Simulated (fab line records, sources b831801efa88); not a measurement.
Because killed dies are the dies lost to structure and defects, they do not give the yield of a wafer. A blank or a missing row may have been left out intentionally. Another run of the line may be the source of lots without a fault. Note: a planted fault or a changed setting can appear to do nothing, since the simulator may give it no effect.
fab line records :: flow sfq-line
record:
  lots: 14
  wafers: 41
  last-day: 75
route steps=325 shown A5B@209 I5@233 C5@247
lots that met no fault: from a run of the same line without faults
start-h: hours from the record's first day to the start of the lot's first wafer shown :: wait-h: time in hours since the lot's previous step :: " as in the row above :: L1.1+2: several wafers, shown together as one row :: - no value, or no start given :: * or withheld: withheld :: < > ~ a bound
route shown NAME@n: a module of which the file shows steps, and the number in the route of the first :: usual: mean and standard deviation over wafers with no fault :: same: alike in all rows :: chamber/n: place in a boat :: sites: each site's reading :: _std_site: standard deviation across them :: _edge_site: mean of outer sites minus mean of inner sites :: radius-mm: how far each site lies from the wafer's centre :: mask NAME#n: copy n :: behind: the most recent tool/chamber to have shaped the wafer :: hold: what put the lot on hold/how long, in hours/how the hold closed :: device: the transistor (n, p or np) that didn't switch :: end of line: the same wafers' tests at the end of the route :: a step with no rows: only its recipe :: killed: at the first sort, the dies lost to defects and structure; wafer yield is something else :: map: a wafer's dies, marking killed ones x, the rest . and places with no die _
set.NAME: the setting that was run; set.NAME@STEP: the one run at that earlier step :: model.NAME: the simulator's own value behind a step, which no gauge read
a sample of lots followed through the steps of the route, with each step as a table and each wafer as a row
services: when a tool's chamber went out of use (start-h, in hours from the record's first day, below 0 if earlier), for how many hours, and the reason
== steps ==
step: SFQ_TRILAYER_A5B_DEP_PECVD_129
recipe:
  material: SiO2
  temp-c: 150
  time-s: 133.33
  pressure-torr: 2.4
  rf-w: 183.3
  precursor: SiH4/N2O
  target-thk-nm: 600
usual:
  heater-power-w: 81/14
  throttle-valve-pct: 24.4/1.1
same:
  time-s: 133.33
lot.wafer: L375.3
tool: pecvd-02
chamber: 2
start-h: 1003.84
wait-h: 0.0
heater-power-w: 130
throttle-valve-pct: 24.7

lot.wafer: L375.4
tool: pecvd-02
chamber: 2
start-h: 1003.84
wait-h: 0.0
heater-power-w: 109
throttle-valve-pct: 24.4

lot.wafer: L375.5
tool: pecvd-02
chamber: 1
start-h: 1003.84
wait-h: 0.0
heater-power-w: 81
throttle-valve-pct: 24.7

lot.wafer: L378.1
tool: pecvd-01
chamber: 1
start-h: 1051.93
wait-h: 0.0
heater-power-w: 68
throttle-valve-pct: 23.2

lot.wafer: L378.3
tool: pecvd-01
chamber: 2
start-h: 1051.93
wait-h: 0.0
heater-power-w: 64
throttle-valve-pct: 24.2

lot.wafer: L378.6
tool: pecvd-01
chamber: 1
start-h: 1051.93
wait-h: 0.0
heater-power-w: 77
throttle-valve-pct: 23.6

lot.wafer: L379.1
tool: pecvd-04
chamber: 2
start-h: 1053.40
wait-h: 0.0
heater-power-w: 64
throttle-valve-pct: 23.8

lot.wafer: L379.2
tool: pecvd-04
chamber: 1
start-h: 1053.40
wait-h: 0.0
heater-power-w: 89
throttle-valve-pct: 25.3

lot.wafer: L379.5
tool: pecvd-04
chamber: 2
start-h: 1053.40
wait-h: 0.0
heater-power-w: 67
throttle-valve-pct: 24.0

lot.wafer: L380.2
tool: pecvd-02
chamber: 0
start-h: 1059.40
wait-h: 0.0
heater-power-w: 97
throttle-valve-pct: 24.8

lot.wafer: L380.4
tool: pecvd-02
chamber: 2
start-h: 1059.40
wait-h: 0.0
heater-power-w: 110
throttle-valve-pct: 24.3

lot.wafer: L380.5
tool: pecvd-02
chamber: 0
start-h: 1059.40
wait-h: 0.0
heater-power-w: 103
throttle-valve-pct: 24.4

lot.wafer: L381.2
tool: pecvd-01
chamber: 0
start-h: 1076.70
wait-h: 0.0
heater-power-w: 75
throttle-valve-pct: 24.0

lot.wafer: L381.3
tool: pecvd-01
chamber: 2
start-h: 1076.70
wait-h: 0.0
heater-power-w: 76
throttle-valve-pct: 24.1

lot.wafer: L381.5
tool: pecvd-01
chamber: 2
start-h: 1076.70
wait-h: 0.0
heater-power-w: 79
throttle-valve-pct: 24.4

lot.wafer: L382.3
tool: pecvd-01
chamber: 1
start-h: 1081.02
wait-h: 0.0
heater-power-w: 74
throttle-valve-pct: 23.6

lot.wafer: L382.4
tool: pecvd-01
chamber: 0
start-h: 1081.02
wait-h: 0.0
heater-power-w: 81
throttle-valve-pct: 23.9

lot.wafer: L382.5
tool: pecvd-01
chamber: 2
start-h: 1081.02
wait-h: 0.0
heater-power-w: 71
throttle-valve-pct: 24.3

lot.wafer: L384.1
tool: pecvd-01
chamber: 1
start-h: 1117.61
wait-h: 0.0
heater-power-w: 80
throttle-valve-pct: 23.5

lot.wafer: L384.3
tool: pecvd-01
chamber: 0
start-h: 1117.61
wait-h: 0.0
heater-power-w: 82
throttle-valve-pct: 24.1

lot.wafer: L384.6
tool: pecvd-01
chamber: 2
start-h: 1117.61
wait-h: 0.0
heater-power-w: 64
throttle-valve-pct: 24.4

lot.wafer: L387.1
tool: pecvd-02
chamber: 2
start-h: 1199.35
wait-h: 0.0
heater-power-w: 123
throttle-valve-pct: 24.7

lot.wafer: L387.2
tool: pecvd-02
chamber: 1
start-h: 1199.35
wait-h: 0.0
heater-power-w: 73
throttle-valve-pct: 25.2

lot.wafer: L387.3
tool: pecvd-02
chamber: 0
start-h: 1199.35
wait-h: 0.0
heater-power-w: 97
throttle-valve-pct: 25.7

lot.wafer: L388.2
tool: pecvd-01
chamber: 1
start-h: 1217.13
wait-h: 0.0
heater-power-w: 72
throttle-valve-pct: 23.2

lot.wafer: L388.4
tool: pecvd-01
chamber: 2
start-h: 1217.13
wait-h: 0.0
heater-power-w: 64
throttle-valve-pct: 24.6

lot.wafer: L388.6
tool: pecvd-01
chamber: 1
start-h: 1217.13
wait-h: 0.0
heater-power-w: 79
throttle-valve-pct: 23.9

lot.wafer: L389.4
tool: pecvd-04
chamber: 0
start-h: 1235.15
wait-h: 0.0
heater-power-w: 79
throttle-valve-pct: 27.2

lot.wafer: L389.5
tool: pecvd-04
chamber: 1
start-h: 1235.15
wait-h: 0.0
heater-power-w: 88
throttle-valve-pct: 25.4

lot.wafer: L391.2
tool: pecvd-01
chamber: 0
start-h: 1254.68
wait-h: 0.0
heater-power-w: 80
throttle-valve-pct: 25.0

lot.wafer: L391.5
tool: pecvd-01
chamber: 1
start-h: 1254.68
wait-h: 0.0
heater-power-w: 75
throttle-valve-pct: 23.9

lot.wafer: L391.6
tool: pecvd-01
chamber: 0
start-h: 1254.68
wait-h: 0.0
heater-power-w: 83
throttle-valve-pct: 24.8

lot.wafer: L396.1
tool: pecvd-01
chamber: 1
start-h: 1368.62
wait-h: 0.0
heater-power-w: 75
throttle-valve-pct: 23.9

lot.wafer: L396.3
tool: pecvd-01
chamber: 0
start-h: 1368.62
wait-h: 0.0
heater-power-w: 77
throttle-valve-pct: 25.1

lot.wafer: L396.6
tool: pecvd-01
chamber: 2
start-h: 1368.62
wait-h: 0.0
heater-power-w: 72
throttle-valve-pct: 24.9

lot.wafer: L397.1
tool: pecvd-01
chamber: 2
start-h: 1382.84
wait-h: 0.0
heater-power-w: 64
throttle-valve-pct: 25.0

lot.wafer: L397.4
tool: pecvd-01
chamber: 0
start-h: 1382.84
wait-h: 0.0
heater-power-w: 85
throttle-valve-pct: 25.2

lot.wafer: L397.5
tool: pecvd-01
chamber: 1
start-h: 1382.84
wait-h: 0.0
heater-power-w: 75
throttle-valve-pct: 24.3

lot.wafer: L398.1
tool: pecvd-02
chamber: 2
start-h: 1413.39
wait-h: 0.0
heater-power-w: 123
throttle-valve-pct: 25.3

lot.wafer: L398.2
tool: pecvd-02
chamber: 0
start-h: 1413.39
wait-h: 0.0
heater-power-w: 97
throttle-valve-pct: 27.4

lot.wafer: L398.3
tool: pecvd-02
chamber: 1
start-h: 1413.39
wait-h: 0.0
heater-power-w: 73
throttle-valve-pct: 25.8
step: SFQ_TRILAYER_A5B_METRO_MEASURE_131
usual:
  thk-nm: 343/5.3
lot.wafer: L375.3
tool: film-metro-04
chamber: -
start-h: 1016.08
wait-h: 2.9
thk-nm: 341

lot.wafer: L375.4
tool: film-metro-04
chamber: -
start-h: 1016.08
wait-h: 2.9
thk-nm: 331

lot.wafer: L375.5
tool: film-metro-04
chamber: -
start-h: 1016.08
wait-h: 2.9
thk-nm: 339

lot.wafer: L378.1
tool: film-metro-04
chamber: -
start-h: 1057.99
wait-h: 2.0
thk-nm: 339

lot.wafer: L378.3
tool: film-metro-04
chamber: -
start-h: 1057.99
wait-h: 2.0
thk-nm: 342

lot.wafer: L378.6
tool: film-metro-04
chamber: -
start-h: 1057.99
wait-h: 2.0
thk-nm: 343

lot.wafer: L379.1
tool: film-metro-01
chamber: -
start-h: 1060.90
wait-h: 1.0
thk-nm: 349

lot.wafer: L379.2
tool: film-metro-01
chamber: -
start-h: 1060.90
wait-h: 1.0
thk-nm: 339

lot.wafer: L379.5
tool: film-metro-01
chamber: -
start-h: 1060.90
wait-h: 1.0
thk-nm: 344

lot.wafer: L380.2
tool: film-metro-04
chamber: -
start-h: 1064.19
wait-h: 2.2
thk-nm: 342

lot.wafer: L380.4
tool: film-metro-04
chamber: -
start-h: 1064.19
wait-h: 2.2
thk-nm: 337

lot.wafer: L380.5
tool: film-metro-04
chamber: -
start-h: 1064.19
wait-h: 2.2
thk-nm: 336

lot.wafer: L381.2
tool: film-metro-01
chamber: -
start-h: 1082.19
wait-h: 2.7
thk-nm: 340

lot.wafer: L381.3
tool: film-metro-01
chamber: -
start-h: 1082.19
wait-h: 2.7
thk-nm: 344

lot.wafer: L381.5
tool: film-metro-01
chamber: -
start-h: 1082.19
wait-h: 2.7
thk-nm: 340

lot.wafer: L382.3
tool: film-metro-03
chamber: -
start-h: 1085.39
wait-h: 1.4
thk-nm: 343

lot.wafer: L382.4
tool: film-metro-03
chamber: -
start-h: 1085.39
wait-h: 1.4
thk-nm: 349

lot.wafer: L382.5
tool: film-metro-03
chamber: -
start-h: 1085.39
wait-h: 1.4
thk-nm: 341

lot.wafer: L384.1
tool: film-metro-03
chamber: -
start-h: 1134.33
wait-h: 1.0
thk-nm: 342

lot.wafer: L384.3
tool: film-metro-03
chamber: -
start-h: 1134.33
wait-h: 1.0
thk-nm: 344

lot.wafer: L384.6
tool: film-metro-03
chamber: -
start-h: 1134.33
wait-h: 1.0
thk-nm: 341

lot.wafer: L387.1
tool: film-metro-03
chamber: -
start-h: 1212.33
wait-h: 1.5
thk-nm: 349

lot.wafer: L387.2
tool: film-metro-03
chamber: -
start-h: 1212.33
wait-h: 1.5
thk-nm: 344

lot.wafer: L387.3
tool: film-metro-03
chamber: -
start-h: 1212.33
wait-h: 1.5
thk-nm: 343

lot.wafer: L388.2
tool: film-metro-04
chamber: -
start-h: 1226.21
wait-h: 2.2
thk-nm: 345

lot.wafer: L388.4
tool: film-metro-04
chamber: -
start-h: 1226.21
wait-h: 2.2
thk-nm: 346

lot.wafer: L388.6
tool: film-metro-04
chamber: -
start-h: 1226.21
wait-h: 2.2
thk-nm: 341

lot.wafer: L389.4
tool: film-metro-01
chamber: -
start-h: 1238.79
wait-h: 3.1
thk-nm: 341

lot.wafer: L389.5
tool: film-metro-01
chamber: -
start-h: 1238.79
wait-h: 3.1
thk-nm: 347

lot.wafer: L391.2
tool: film-metro-03
chamber: -
start-h: 1258.48
wait-h: 2.2
thk-nm: 342

lot.wafer: L391.5
tool: film-metro-03
chamber: -
start-h: 1258.48
wait-h: 2.2
thk-nm: 341

lot.wafer: L391.6
tool: film-metro-03
chamber: -
start-h: 1258.48
wait-h: 2.2
thk-nm: 346

lot.wafer: L396.1
tool: film-metro-03
chamber: -
start-h: 1371.71
wait-h: 2.5
thk-nm: 346

lot.wafer: L396.3
tool: film-metro-03
chamber: -
start-h: 1371.71
wait-h: 2.5
thk-nm: 346

lot.wafer: L396.6
tool: film-metro-03
chamber: -
start-h: 1371.71
wait-h: 2.5
thk-nm: 343

lot.wafer: L397.1
tool: film-metro-04
chamber: -
start-h: 1385.94
wait-h: 2.0
thk-nm: 348

lot.wafer: L397.4
tool: film-metro-04
chamber: -
start-h: 1385.94
wait-h: 2.0
thk-nm: 343

lot.wafer: L397.5
tool: film-metro-04
chamber: -
start-h: 1385.94
wait-h: 2.0
thk-nm: 342

lot.wafer: L398.1
tool: film-metro-04
chamber: -
start-h: 1416.76
wait-h: 2.5
thk-nm: 343

lot.wafer: L398.2
tool: film-metro-04
chamber: -
start-h: 1416.76
wait-h: 2.5
thk-nm: 332

lot.wafer: L398.3
tool: film-metro-04
chamber: -
start-h: 1416.76
wait-h: 2.5
thk-nm: 338
step: SFQ_TRILAYER_I5_LITHO_PEB_147
recipe:
  peb-temp-c: 115
  peb-time-s: 60
  resist: KrF
usual:
  heater-power-total-W: 79.15/0.062
  plate-temp-C: 115.00/0.12
lot.wafer: L375.3
tool: litho-track-01
chamber: 0
start-h: 1152.81
wait-h: 0.7
heater-power-total-W: 79.12
plate-temp-C: 115.07

lot.wafer: L375.4
tool: litho-track-01
chamber: 0
start-h: 1152.81
wait-h: 0.7
heater-power-total-W: 79.20
plate-temp-C: 114.86

lot.wafer: L375.5
tool: litho-track-01
chamber: 0
start-h: 1152.81
wait-h: 0.7
heater-power-total-W: 79.14
plate-temp-C: 115.01

lot.wafer: L378.1
tool: litho-track-01
chamber: 0
start-h: 1179.16
wait-h: 1.0
heater-power-total-W: 79.13
plate-temp-C: 115.00

lot.wafer: L378.3
tool: litho-track-01
chamber: 0
start-h: 1179.16
wait-h: 1.0
heater-power-total-W: 79.12
plate-temp-C: 115.02

lot.wafer: L378.6
tool: litho-track-01
chamber: 0
start-h: 1179.16
wait-h: 1.0
heater-power-total-W: 79.09
plate-temp-C: 115.22

lot.wafer: L379.1
tool: litho-track-04
chamber: 0
start-h: 1182.76
wait-h: 1.0
heater-power-total-W: 79.22
plate-temp-C: 114.83

lot.wafer: L379.2
tool: litho-track-04
chamber: 0
start-h: 1182.76
wait-h: 1.0
heater-power-total-W: 79.22
plate-temp-C: 114.91

lot.wafer: L379.5
tool: litho-track-04
chamber: 0
start-h: 1182.76
wait-h: 1.0
heater-power-total-W: 79.21
plate-temp-C: 114.97

lot.wafer: L380.2
tool: litho-track-04
chamber: 0
start-h: 1185.18
wait-h: 0.8
heater-power-total-W: 79.08
plate-temp-C: 115.11

lot.wafer: L380.4
tool: litho-track-04
chamber: 0
start-h: 1185.18
wait-h: 0.8
heater-power-total-W: 79.04
plate-temp-C: 115.09

lot.wafer: L380.5
tool: litho-track-04
chamber: 0
start-h: 1185.18
wait-h: 0.8
heater-power-total-W: 79.21
plate-temp-C: 115.11

lot.wafer: L381.2
tool: litho-track-04
chamber: 0
start-h: 1195.36
wait-h: 0.8
heater-power-total-W: 79.04
plate-temp-C: 114.99

lot.wafer: L381.3
tool: litho-track-04
chamber: 0
start-h: 1195.36
wait-h: 0.8
heater-power-total-W: 79.12
plate-temp-C: 115.13

lot.wafer: L381.5
tool: litho-track-04
chamber: 0
start-h: 1195.36
wait-h: 0.8
heater-power-total-W: 79.19
plate-temp-C: 115.02

lot.wafer: L382.3
tool: litho-track-04
chamber: 0
start-h: 1198.99
wait-h: 0.7
heater-power-total-W: 79.00
plate-temp-C: 114.94

lot.wafer: L382.4
tool: litho-track-04
chamber: 0
start-h: 1198.99
wait-h: 0.7
heater-power-total-W: 79.11
plate-temp-C: 114.89

lot.wafer: L382.5
tool: litho-track-04
chamber: 0
start-h: 1198.99
wait-h: 0.7
heater-power-total-W: 79.16
plate-temp-C: 114.77

lot.wafer: L384.1
tool: litho-track-04
chamber: 0
start-h: 1207.34
wait-h: 1.0
heater-power-total-W: 79.19
plate-temp-C: 115.10

lot.wafer: L384.3
tool: litho-track-04
chamber: 0
start-h: 1207.34
wait-h: 1.0
heater-power-total-W: 79.04
plate-temp-C: 115.01

lot.wafer: L384.6
tool: litho-track-04
chamber: 0
start-h: 1207.34
wait-h: 1.0
heater-power-total-W: 79.09
plate-temp-C: 115.04

lot.wafer: L387.1
tool: litho-track-01
chamber: 0
start-h: 1414.43
wait-h: 1.0
heater-power-total-W: 79.13
plate-temp-C: 115.16

lot.wafer: L387.2
tool: litho-track-01
chamber: 0
start-h: 1414.43
wait-h: 1.0
heater-power-total-W: 78.99
plate-temp-C: 115.05

lot.wafer: L387.3
tool: litho-track-01
chamber: 0
start-h: 1414.43
wait-h: 1.0
heater-power-total-W: 79.09
plate-temp-C: 115.10

lot.wafer: L388.2
tool: litho-track-04
chamber: 0
start-h: 1415.66
wait-h: 0.8
heater-power-total-W: 79.15
plate-temp-C: 115.11

lot.wafer: L388.4
tool: litho-track-04
chamber: 0
start-h: 1415.66
wait-h: 0.8
heater-power-total-W: 79.22
plate-temp-C: 114.99

lot.wafer: L388.6
tool: litho-track-04
chamber: 0
start-h: 1415.66
wait-h: 0.8
heater-power-total-W: 79.17
plate-temp-C: 115.14

lot.wafer: L389.4
tool: litho-track-04
chamber: 0
start-h: 1416.91
wait-h: 0.5
heater-power-total-W: 80.08
plate-temp-C: 116.05

lot.wafer: L389.5
tool: litho-track-04
chamber: 0
start-h: 1416.91
wait-h: 0.5
heater-power-total-W: 80.11
plate-temp-C: 116.12

lot.wafer: L391.2
tool: litho-track-04
chamber: 0
start-h: 1419.26
wait-h: 0.8
heater-power-total-W: 80.15
plate-temp-C: 116.11

lot.wafer: L391.5
tool: litho-track-04
chamber: 0
start-h: 1419.26
wait-h: 0.8
heater-power-total-W: 80.10
plate-temp-C: 116.09

lot.wafer: L391.6
tool: litho-track-04
chamber: 0
start-h: 1419.26
wait-h: 0.8
heater-power-total-W: 80.06
plate-temp-C: 115.90

lot.wafer: L396.1
tool: litho-track-04
chamber: 0
start-h: 1496.65
wait-h: 1.0
heater-power-total-W: 79.06
plate-temp-C: 114.85

lot.wafer: L396.3
tool: litho-track-04
chamber: 0
start-h: 1496.65
wait-h: 1.0
heater-power-total-W: 79.10
plate-temp-C: 114.96

lot.wafer: L396.6
tool: litho-track-04
chamber: 0
start-h: 1496.65
wait-h: 1.0
heater-power-total-W: 79.22
plate-temp-C: 114.83

lot.wafer: L397.1
tool: litho-track-02
chamber: 0
start-h: 1509.26
wait-h: 1.0
heater-power-total-W: 79.15
plate-temp-C: 114.93

lot.wafer: L397.4
tool: litho-track-02
chamber: 0
start-h: 1509.26
wait-h: 1.0
heater-power-total-W: 79.19
plate-temp-C: 114.94

lot.wafer: L397.5
tool: litho-track-02
chamber: 0
start-h: 1509.26
wait-h: 1.0
heater-power-total-W: 79.17
plate-temp-C: 114.99

lot.wafer: L398.1
tool: litho-track-01
chamber: 0
start-h: 1536.85
wait-h: 1.0
heater-power-total-W: 79.12
plate-temp-C: 114.92

lot.wafer: L398.2
tool: litho-track-01
chamber: 0
start-h: 1536.85
wait-h: 1.0
heater-power-total-W: 79.09
plate-temp-C: 114.94

lot.wafer: L398.3
tool: litho-track-01
chamber: 0
start-h: 1536.85
wait-h: 1.0
heater-power-total-W: 79.19
plate-temp-C: 115.05
step: SFQ_TRILAYER_C5_BARC_OPEN_VIA_ETCH_210
recipe:
  mask-material: PR
  chemistry: O2
  target-depth-nm: 125
  target: BARC
  source-w: 500
  bias-w: 80
  pressure-mtorr: 30
  time-s: 41.7
usual:
  drypump-motor-current-A: 5.6/0.41
  oes-product-au: 0.685/0.0043
same:
  time-s: 41.7
lot.wafer: L375.3
tool: rie-diel-02
chamber: 0
start-h: 1250.05
wait-h: 0.0
drypump-motor-current-A: 5.7
oes-product-au: 0.692
rf-hours-counter-h: 10

lot.wafer: L375.4
tool: rie-diel-02
chamber: 2
start-h: 1250.05
wait-h: 0.0
drypump-motor-current-A: 6.0
oes-product-au: 0.682
rf-hours-counter-h: 15

lot.wafer: L375.5
tool: rie-diel-02
chamber: 1
start-h: 1250.05
wait-h: 0.0
drypump-motor-current-A: 5.2
oes-product-au: 0.693
rf-hours-counter-h: -

lot.wafer: L378.1
tool: rie-diel-02
chamber: 3
start-h: 1301.85
wait-h: 0.0
drypump-motor-current-A: 6.0
oes-product-au: 0.685
rf-hours-counter-h: 20

lot.wafer: L378.3
tool: rie-diel-02
chamber: 1
start-h: 1301.85
wait-h: 0.0
drypump-motor-current-A: 5.1
oes-product-au: 0.685
rf-hours-counter-h: 22

lot.wafer: L378.6
tool: rie-diel-02
chamber: 1
start-h: 1301.85
wait-h: 0.0
drypump-motor-current-A: 5.2
oes-product-au: 0.691
rf-hours-counter-h: -

lot.wafer: L379.1
tool: rie-diel-03
chamber: 2
start-h: 1306.65
wait-h: 0.0
drypump-motor-current-A: 5.5
oes-product-au: 0.687
rf-hours-counter-h: 18

lot.wafer: L379.2
tool: rie-diel-03
chamber: 3
start-h: 1306.65
wait-h: 0.0
drypump-motor-current-A: 6.2
oes-product-au: 0.691
rf-hours-counter-h: 11

lot.wafer: L379.5
tool: rie-diel-03
chamber: 3
start-h: 1306.65
wait-h: 0.0
drypump-motor-current-A: 6.2
oes-product-au: 0.681
rf-hours-counter-h: -

lot.wafer: L380.2
tool: rie-diel-03
chamber: 0
start-h: 1309.05
wait-h: 0.0
drypump-motor-current-A: 6.0
oes-product-au: 0.686
rf-hours-counter-h: 12

lot.wafer: L380.4
tool: rie-diel-03
chamber: 1
start-h: 1309.05
wait-h: 0.0
drypump-motor-current-A: 5.4
oes-product-au: 0.685
rf-hours-counter-h: 5

lot.wafer: L380.5
tool: rie-diel-03
chamber: 2
start-h: 1309.05
wait-h: 0.0
drypump-motor-current-A: 5.5
oes-product-au: 0.684
rf-hours-counter-h: -

lot.wafer: L381.2
tool: rie-diel-02
chamber: 0
start-h: 1320.17
wait-h: 0.0
drypump-motor-current-A: 5.7
oes-product-au: 0.686
rf-hours-counter-h: 11

lot.wafer: L381.3
tool: rie-diel-02
chamber: 3
start-h: 1320.17
wait-h: 0.0
drypump-motor-current-A: 6.0
oes-product-au: 0.692
rf-hours-counter-h: 20

lot.wafer: L381.5
tool: rie-diel-02
chamber: 3
start-h: 1320.17
wait-h: 0.0
drypump-motor-current-A: 6.0
oes-product-au: 0.688
rf-hours-counter-h: -

lot.wafer: L382.3
tool: rie-diel-04
chamber: 1
start-h: 1324.97
wait-h: 0.0
drypump-motor-current-A: 5.8
oes-product-au: 0.687
rf-hours-counter-h: 14

lot.wafer: L382.4
tool: rie-diel-04
chamber: 1
start-h: 1324.97
wait-h: 0.0
drypump-motor-current-A: 5.8
oes-product-au: 0.684
rf-hours-counter-h: -

lot.wafer: L382.5
tool: rie-diel-04
chamber: 3
start-h: 1324.97
wait-h: 0.0
drypump-motor-current-A: 4.9
oes-product-au: 0.687
rf-hours-counter-h: -

lot.wafer: L384.1
tool: rie-diel-04
chamber: 2
start-h: 1334.57
wait-h: 0.0
drypump-motor-current-A: 5.3
oes-product-au: 0.685
rf-hours-counter-h: 7

lot.wafer: L384.3
tool: rie-diel-04
chamber: 3
start-h: 1334.57
wait-h: 0.0
drypump-motor-current-A: 4.9
oes-product-au: 0.679
rf-hours-counter-h: 13

lot.wafer: L384.6
tool: rie-diel-04
chamber: 3
start-h: 1334.57
wait-h: 0.0
drypump-motor-current-A: 4.9
oes-product-au: 0.695
rf-hours-counter-h: -

lot.wafer: L387.1
tool: rie-diel-03
chamber: 0
start-h: 1420.77
wait-h: 0.0
drypump-motor-current-A: 6.0
oes-product-au: 0.686
rf-hours-counter-h: 14

lot.wafer: L387.2
tool: rie-diel-03
chamber: 1
start-h: 1420.77
wait-h: 0.0
drypump-motor-current-A: 5.4
oes-product-au: 0.685
rf-hours-counter-h: 6

lot.wafer: L387.3
tool: rie-diel-03
chamber: 3
start-h: 1420.77
wait-h: 0.0
drypump-motor-current-A: 6.2
oes-product-au: 0.682
rf-hours-counter-h: 12

lot.wafer: L388.2
tool: rie-diel-04
chamber: 1
start-h: 1421.97
wait-h: 0.0
drypump-motor-current-A: 5.8
oes-product-au: 0.678
rf-hours-counter-h: 15

lot.wafer: L388.4
tool: rie-diel-04
chamber: 0
start-h: 1421.97
wait-h: 0.0
drypump-motor-current-A: 4.9
oes-product-au: 0.689
rf-hours-counter-h: 22

lot.wafer: L388.6
tool: rie-diel-04
chamber: 0
start-h: 1421.97
wait-h: 0.0
drypump-motor-current-A: 5.0
oes-product-au: 0.684
rf-hours-counter-h: -

lot.wafer: L389.4
tool: rie-diel-03
chamber: 2
start-h: 1423.17
wait-h: 0.0
drypump-motor-current-A: 5.5
oes-product-au: 0.692
rf-hours-counter-h: 19

lot.wafer: L389.5
tool: rie-diel-03
chamber: 1
start-h: 1423.17
wait-h: 0.0
drypump-motor-current-A: 5.5
oes-product-au: 0.684
rf-hours-counter-h: -

lot.wafer: L391.2
tool: rie-diel-04
chamber: 1
start-h: 1426.32
wait-h: 0.0
drypump-motor-current-A: 5.8
oes-product-au: 0.688
rf-hours-counter-h: 15

lot.wafer: L391.5
tool: rie-diel-04
chamber: 0
start-h: 1426.32
wait-h: 0.0
drypump-motor-current-A: 5.0
oes-product-au: 0.679
rf-hours-counter-h: -

lot.wafer: L391.6
tool: rie-diel-04
chamber: 3
start-h: 1426.32
wait-h: 0.0
drypump-motor-current-A: 4.9
oes-product-au: 0.684
rf-hours-counter-h: -

lot.wafer: L396.1
tool: rie-diel-03
chamber: 1
start-h: 1500.57
wait-h: 0.0
drypump-motor-current-A: 5.4
oes-product-au: 0.684
rf-hours-counter-h: 8

lot.wafer: L396.3
tool: rie-diel-03
chamber: 3
start-h: 1500.57
wait-h: 0.0
drypump-motor-current-A: 6.2
oes-product-au: 0.682
rf-hours-counter-h: 13

lot.wafer: L396.6
tool: rie-diel-03
chamber: 1
start-h: 1500.57
wait-h: 0.0
drypump-motor-current-A: 5.4
oes-product-au: 0.680
rf-hours-counter-h: -

lot.wafer: L397.1
tool: rie-diel-03
chamber: 2
start-h: 1513.02
wait-h: 0.0
drypump-motor-current-A: 5.5
oes-product-au: 0.685
rf-hours-counter-h: 20

lot.wafer: L397.4
tool: rie-diel-03
chamber: 1
start-h: 1513.02
wait-h: 0.0
drypump-motor-current-A: 5.4
oes-product-au: 0.685
rf-hours-counter-h: 8

lot.wafer: L397.5
tool: rie-diel-03
chamber: 2
start-h: 1513.02
wait-h: 0.0
drypump-motor-current-A: 5.5
oes-product-au: 0.684
rf-hours-counter-h: -

lot.wafer: L398.1
tool: rie-diel-02
chamber: 1
start-h: 1541.03
wait-h: 0.0
drypump-motor-current-A: 5.2
oes-product-au: 0.684
rf-hours-counter-h: 1

lot.wafer: L398.2
tool: rie-diel-02
chamber: 2
start-h: 1541.03
wait-h: 0.0
drypump-motor-current-A: 6.0
oes-product-au: 0.686
rf-hours-counter-h: 20

lot.wafer: L398.3
tool: rie-diel-02
chamber: 3
start-h: 1541.03
wait-h: 0.0
drypump-motor-current-A: 6.0
oes-product-au: 0.682
rf-hours-counter-h: 0
== services ==
tool: rie-diel-03
chamber: 2
start-h: 995.35
hours: 9.3
kind: repair

tool: film-metro-04
chamber: -
start-h: 996.81
hours: 0.9
kind: pm

tool: rie-diel-03
chamber: 1
start-h: 1000.67
hours: 7.4
kind: repair

tool: pecvd-01
chamber: 0
start-h: 1044.71
hours: 13.0
kind: repair

tool: film-metro-04
chamber: -
start-h: 1044.78
hours: 0.9
kind: pm

tool: film-metro-04
chamber: -
start-h: 1125.93
hours: 1.2
kind: pm

tool: rie-diel-03
chamber: 0
start-h: 1127.52
hours: 13.7
kind: repair

tool: rie-diel-03
chamber: -
start-h: 1157.81
hours: 0.5
kind: repair

tool: pecvd-01
chamber: 1
start-h: 1171.16
hours: 13.1
kind: repair

tool: film-metro-04
chamber: -
start-h: 1175.57
hours: 2.3
kind: pm

tool: pecvd-01
chamber: 1
start-h: 1223.53
hours: 3.5
kind: repair

tool: rie-diel-03
chamber: 2
start-h: 1236.31
hours: 25.4
kind: repair

tool: film-metro-04
chamber: -
start-h: 1241.81
hours: 0.4
kind: pm

tool: pecvd-01
chamber: 1
start-h: 1243.79
hours: 6.0
kind: repair

tool: rie-diel-03
chamber: 0
start-h: 1244.10
hours: 8.5
kind: repair

tool: film-metro-04
chamber: -
start-h: 1289.78
hours: 1.0
kind: pm

tool: pecvd-01
chamber: 0
start-h: 1401.46
hours: 6.8
kind: repair

tool: film-metro-04
chamber: -
start-h: 1420.57
hours: 0.7
kind: pm

tool: pecvd-01
chamber: -
start-h: 1430.88
hours: 0.4
kind: repair

tool: film-metro-04
chamber: -
start-h: 1444.14
hours: 2.2
kind: pm

tool: pecvd-01
chamber: -
start-h: 1477.62
hours: 2.8
kind: pm

tool: film-metro-04
chamber: -
start-h: 1486.81
hours: 0.4
kind: pm

tool: pecvd-01
chamber: 1
start-h: 1523.98
hours: 3.6
kind: repair

tool: film-metro-04
chamber: -
start-h: 1535.80
hours: 0.5
kind: pm
== key ==
first-sign:
  step: SFQ_TRILAYER_I5_LITHO_PEB_147
  reading: heater-power-total-W
  direction: up
  sigmas: 15
  usual: 79.15
  struck: 80.10
effect:
  step: SFQ_TRILAYER_I5_LITHO_PEB_147
  reading: plate-temp-C
  direction: up
  sigmas: 8.7
  usual: *
  struck: *
met-at SFQ_TRILAYER_I5_LITHO_PEB_147
struck-lots L389,L391
not-acting-at SFQ_TRILAYER_A5B_DEP_PECVD_129,SFQ_TRILAYER_A5B_METRO_MEASURE_131,SFQ_TRILAYER_C5_BARC_OPEN_VIA_ETCH_210
onset-between 1415.66 1416.91
fault:
  kind: process-parameter-drift
  tool: litho-track-04
  chamber: -
  onset-h: 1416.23
  steps: SFQ_TRILAYER_I5_LITHO_PEB_147
  channel: peb-temp-c
  offset: *
  shape: step
  end-h: 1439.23
  acts-in: *
  stated: *
